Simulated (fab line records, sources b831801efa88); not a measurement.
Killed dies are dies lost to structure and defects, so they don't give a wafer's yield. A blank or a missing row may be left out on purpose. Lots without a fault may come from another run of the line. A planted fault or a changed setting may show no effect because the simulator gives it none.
Which tool did it? | flow gf180mcu | 14 lots, 42 wafers sampled, at 2 steps of a route of 602

WHAT THE GAUGES READ, wafer by wafer
GF_SALICIDE_THK_MEAS_05: measures by xrf. Usual: SALICIDE_TIN_THK 20.18 nm, standard deviation 0.23.
lot  | measured     | on            | SALICIDE_TIN_THK (nm) | flag
L436 | day 15 09:55 | film_metro-04 | 20.16 20.00 19.95     |
L437 | day 16 01:13 | film_metro-01 | 20.26 20.50 20.23     |
L441 | day 17 09:52 | film_metro-01 | 19.97 19.81 19.71     |
L442 | day 17 12:18 | film_metro-01 | 20.04 19.95 19.80     |
L443 | day 17 21:47 | film_metro-04 | 19.94 19.78 19.94     |
L444 | day 18 15:29 | film_metro-04 | 20.12 20.34 20.13     |
L445 | day 18 23:28 | film_metro-02 | 20.50 20.32 20.41     |
L449 | day 20 06:59 | film_metro-01 | 19.98 19.56 20.16     |
L451 | day 21 01:53 | film_metro-04 | 20.52 20.57 20.45     |
L452 | day 21 08:23 | film_metro-04 | 20.14 20.08 20.05     |
L453 | day 21 18:14 | film_metro-04 | 20.31 20.28 20.31     |
L454 | day 21 20:49 | film_metro-04 | 19.98 19.86 20.13     |
L455 | day 22 10:58 | film_metro-02 | 20.71 20.46 20.52     |
L458 | day 23 10:19 | film_metro-02 | 20.10 19.93 19.87     |

WHICH TOOL RAN EACH LOT (tool, then ch and the chambers of the sampled wafers, then the start)
lot  | GF_HV_LDD_IMPLANT_35
L436 | implanter-02 ch 0, day 11 21:04
L437 | implanter-01 ch 0, day 12 09:06
L441 | implanter-02 ch 0, day 13 15:15
L442 | implanter-03 ch 0, day 13 16:08
L443 | implanter-02 ch 0, day 13 23:40
L444 | implanter-02 ch 0, day 14 17:21
L445 | implanter-03 ch 0, day 14 23:35
L449 | implanter-01 ch 0, day 16 04:22
L451 | implanter-01 ch 0, day 16 21:07
L452 | implanter-01 ch 0, day 17 04:05
L453 | implanter-01 ch 0, day 17 13:07
L454 | implanter-03 ch 0, day 17 17:02
L455 | implanter-02 ch 0, day 18 06:04
L458 | implanter-03 ch 0, day 19 05:50
- GF_HV_LDD_IMPLANT_35

WHAT THE TOOLS THEMSELVES READ (means of the sampled wafers that have a number; where no wafer has one, the mark that the record gives instead)
GF_HV_LDD_IMPLANT_35. Usual: dose_ions_cm2 7.499e+12, standard deviation 9.4e+09; faraday_current_uA 42.4, standard deviation 0.77.
lot  | tool         | dose_ions_cm2 | faraday_current_uA | flag
L436 | implanter-02 | 7.488e+12     | 42.2               |
L437 | implanter-01 | 7.504e+12     | 42.4               |
L441 | implanter-02 | 7.995e+12     | 45.4               | OFF
L442 | implanter-03 | 7.501e+12     | 42.1               |
L443 | implanter-02 | 8.003e+12     | 45.3               | OFF
L444 | implanter-02 | 7.977e+12     | 44.5               | OFF
L445 | implanter-03 | 7.504e+12     | 42.8               |
L449 | implanter-01 | 7.488e+12     | 41.8               |
L451 | implanter-01 | 7.505e+12     | 41.7               |
L452 | implanter-01 | 7.506e+12     | 41.3               |
L453 | implanter-01 | 7.492e+12     | 41.7               |
L454 | implanter-03 | 7.509e+12     | 41.8               |
L455 | implanter-02 | 7.498e+12     | 42.8               |
L458 | implanter-03 | 7.502e+12     | 42.4               |

THE ANSWER, worked out from the rows above alone
Rule: a lot is off if the mean of its wafers that have a number lies more than 3 standard deviations from the usual mean. A lot without any number at a reading at which 4 lots or more have one is off too. The other lots that the step has rows for count as sound. The gauges are gone through in route order, then the tools' own readings, and for those a lot's mean is taken as printed above. The first step at which some lot is off is used, and at that step the reading that is off furthest; a lot without a number counts as furthest.
Off: L441, L443, L444, at GF_HV_LDD_IMPLANT_35 (dose_ions_cm2).
A tool fits if, at that step or a process step before it, it ran every lot that is off, and no sound lot after the first of them. None of those tried fits.

WHAT THE SIMULATOR HAD PUT IN
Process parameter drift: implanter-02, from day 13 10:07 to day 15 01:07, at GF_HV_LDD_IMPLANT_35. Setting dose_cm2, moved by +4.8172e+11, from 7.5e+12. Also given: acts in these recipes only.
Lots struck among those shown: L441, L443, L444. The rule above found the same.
